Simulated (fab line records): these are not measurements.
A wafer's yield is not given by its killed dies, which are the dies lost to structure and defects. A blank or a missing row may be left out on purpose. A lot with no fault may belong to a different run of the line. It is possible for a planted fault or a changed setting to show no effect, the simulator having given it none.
Which tool was responsible? :: flow gf180mcu :: 11 lots with 33 wafers sampled at 3 steps, on a route of 602 steps

WHAT EACH GAUGE READ, for each wafer
GF_VT_IMPLANT_TW_MEAS_32.
lot: L351
measured: day 6 23:02
on: film metro-04
VT_IMPLANT_3_TW: 267 266 267

lot: L352
measured: day 7 04:41
on: film metro-01
VT_IMPLANT_3_TW: 272 273 273

lot: L356
measured: day 8 06:56
on: film metro-04
VT_IMPLANT_3_TW: 30 30 30

lot: L359
measured: day 9 02:34
on: film metro-04
VT_IMPLANT_3_TW: 269 270 270

lot: L364
measured: day 10 09:55
on: film metro-03
VT_IMPLANT_3_TW: 266 265 267

lot: L365
measured: day 10 19:55
on: film metro-03
VT_IMPLANT_3_TW: 267 267 267

lot: L366
measured: day 10 23:35
on: film metro-03
VT_IMPLANT_3_TW: 267 267 267

lot: L369
measured: day 11 16:31
on: film metro-01
VT_IMPLANT_3_TW: 276 276 275

lot: L371
measured: day 12 07:15
on: film metro-01
VT_IMPLANT_3_TW: 275 273 274

lot: L373
measured: day 12 19:23
on: film metro-01
VT_IMPLANT_3_TW: 273 274 274

lot: L374
measured: day 13 04:04
on: film metro-04
VT_IMPLANT_3_TW: 267 269 269

WHAT TOOL EACH LOT RAN ON (gives the tool, then ch and the chambers of the sampled wafers, and finally the start)
lot: L351
GF_VT_IMPLANT_STRIP_20: plasma asher-03 ch 0,1, day 6 07:25
GF_VT_IMPLANT_STRIP_31: plasma asher-04 ch 0,1, day 6 22:56

lot: L352
GF_VT_IMPLANT_STRIP_20: plasma asher-04 ch 0,1, day 6 13:13
GF_VT_IMPLANT_STRIP_31: plasma asher-04 ch 0,1, day 7 04:35

lot: L356
GF_VT_IMPLANT_STRIP_20: plasma asher-03 ch 0,1, day 7 15:20
GF_VT_IMPLANT_STRIP_31: plasma asher-01 ch 0,1, day 8 06:50

lot: L359
GF_VT_IMPLANT_STRIP_20: plasma asher-01 ch 0, day 8 09:35
GF_VT_IMPLANT_STRIP_31: plasma asher-04 ch 1, day 9 02:28

lot: L364
GF_VT_IMPLANT_STRIP_20: plasma asher-01 ch 0,1, day 9 15:37
GF_VT_IMPLANT_STRIP_31: plasma asher-01 ch 0,1, day 10 09:49

lot: L365
GF_VT_IMPLANT_STRIP_20: plasma asher-03 ch 0,1, day 10 01:45
GF_VT_IMPLANT_STRIP_31: plasma asher-01 ch 0, day 10 19:48

lot: L366
GF_VT_IMPLANT_STRIP_20: plasma asher-04 ch 0,1, day 10 05:07
GF_VT_IMPLANT_STRIP_31: plasma asher-01 ch 0, day 10 23:29

lot: L369
GF_VT_IMPLANT_STRIP_20: plasma asher-03 ch 0,1, day 10 22:03
GF_VT_IMPLANT_STRIP_31: plasma asher-03 ch 0, day 11 16:25

lot: L371
GF_VT_IMPLANT_STRIP_20: plasma asher-03 ch 0,1, day 11 12:23
GF_VT_IMPLANT_STRIP_31: plasma asher-04 ch 0,1, day 12 07:09

lot: L373
GF_VT_IMPLANT_STRIP_20: plasma asher-03 ch 0,1, day 12 00:02
GF_VT_IMPLANT_STRIP_31: plasma asher-03 ch 0,1, day 12 19:16

lot: L374
GF_VT_IMPLANT_STRIP_20: plasma asher-04 ch 0,1, day 12 08:26
GF_VT_IMPLANT_STRIP_31: plasma asher-04 ch 0,1, day 13 03:57
- GF_VT_IMPLANT_STRIP_20: strips in O2/N2.
- GF_VT_IMPLANT_STRIP_31: strips in O2/N2.

THE ANSWER, worked out from the rows above alone
Rule: usual is defined by the lots themselves. Put in order of their means at a reading, lots are off if they are a third of the lots or fewer, leave a main group of 4 or more, and stand apart from it by a gap of 3 or more times the standard deviation of the main group's means; of several such gaps the widest counts. The tables above print the reading to a certain number of digits; a main group whose means all agree to those digits is not used. A lot without any number at a reading at which 4 lots or more have one is off too. Where the step has rows for the other lots, those lots are counted as sound.
Off: L356, at GF_VT_IMPLANT_TW_MEAS_32 (VT_IMPLANT_3_TW). Main group: mean 270, sd 3.4.
A tool fits if, at a process step before that reading, it ran every lot that is off, and no sound lot after the first of them. Those tools and the gauges at GF_VT_IMPLANT_TW_MEAS_32 are tried in the same way. No candidate that was tried fits.

WHAT WAS PUT IN BY THE SIMULATOR
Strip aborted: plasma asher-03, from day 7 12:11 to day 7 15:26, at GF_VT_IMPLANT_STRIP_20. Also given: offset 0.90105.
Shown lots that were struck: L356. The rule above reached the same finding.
